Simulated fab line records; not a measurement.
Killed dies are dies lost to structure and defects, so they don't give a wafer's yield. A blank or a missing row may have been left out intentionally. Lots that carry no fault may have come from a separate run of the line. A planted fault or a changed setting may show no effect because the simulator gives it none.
A single fault, viewed from 2 desks    flow sky130    each desk holds nothing but its own numbers, with what lay behind them at the end

## DESK OF THE TOOL OWNER: implanter-04
The tool's own readings at SKY_NWELL_IMPLANT_11, given as means over the sampled wafers that have a number, one for each lot that went through this tool. Marked OUT: a lot whose mean sits more than 4 standard deviations from the usual mean, which makes it out of limits; the brackets give that distance.
Columns: A = beam energy keV at SKY_NWELL_IMPLANT_11, usual 400.01
lot   first seen here  A
L544  day 5 18:53      399.99
L548  day 6 22:05      407.32 (+56) OUT
L550  day 7 02:29      407.20 (+55) OUT
Finding of this desk: L548, L550 out of limits; the first was L548 at day 6 22:05, on beam energy keV at SKY_NWELL_IMPLANT_11. Within limits: L544.

## METROLOGY DESK
What the gauges read, lot by lot, whatever tool the lot ran on: means of the sampled wafers that have a number. Marked OUT: a lot whose mean sits more than 4 standard deviations from the usual mean, which makes it out of limits; the brackets give that distance.
Columns: A = PWDE_OVL at SKY_PWDE_OVL_MEAS_07, usual -0.8 nm; B = PWDE_TW at SKY_PWDE_TW_MEAS_10, usual 374.2; C = NWELL_00_OVL at SKY_NWELL_OVL_MEAS_10, usual -1.2 nm
lot   first seen here  A     B      C
L543  day 4 16:18      -1.3  373.6  -3.9
L544  day 5 01:03      -0.9  373.5  -3.0
L548  day 6 04:08      -1.3  374.2  -0.6
L550  day 6 08:39      -3.5  374.4  -0.3
L554  day 7 01:37      0.7   374.5  -1.4
L556  day 7 23:04      -0.3  374.3  -2.5
This desk's verdict: no lot among the 6 shows anything out of limits.

## BROUGHT TOGETHER
At day 6 22:05, on L548, L550, the tool owner's desk was in a position to raise an alarm.
Nothing out of limits was seen by the metrology desk.
The metrology desk has L548, L550 on record, within its limits.
All the named lots went through SKY_NWELL_IMPLANT_11 on implanter-04.

## WHAT THE SIMULATOR PUT IN
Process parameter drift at SKY_NWELL_IMPLANT_11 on implanter-04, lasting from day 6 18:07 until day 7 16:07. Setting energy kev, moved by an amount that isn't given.
Shown lots that were struck: L548, L550.
Time in hours from fault onset to the first out-of-limits reading at each desk: the tool owner's desk, 4.
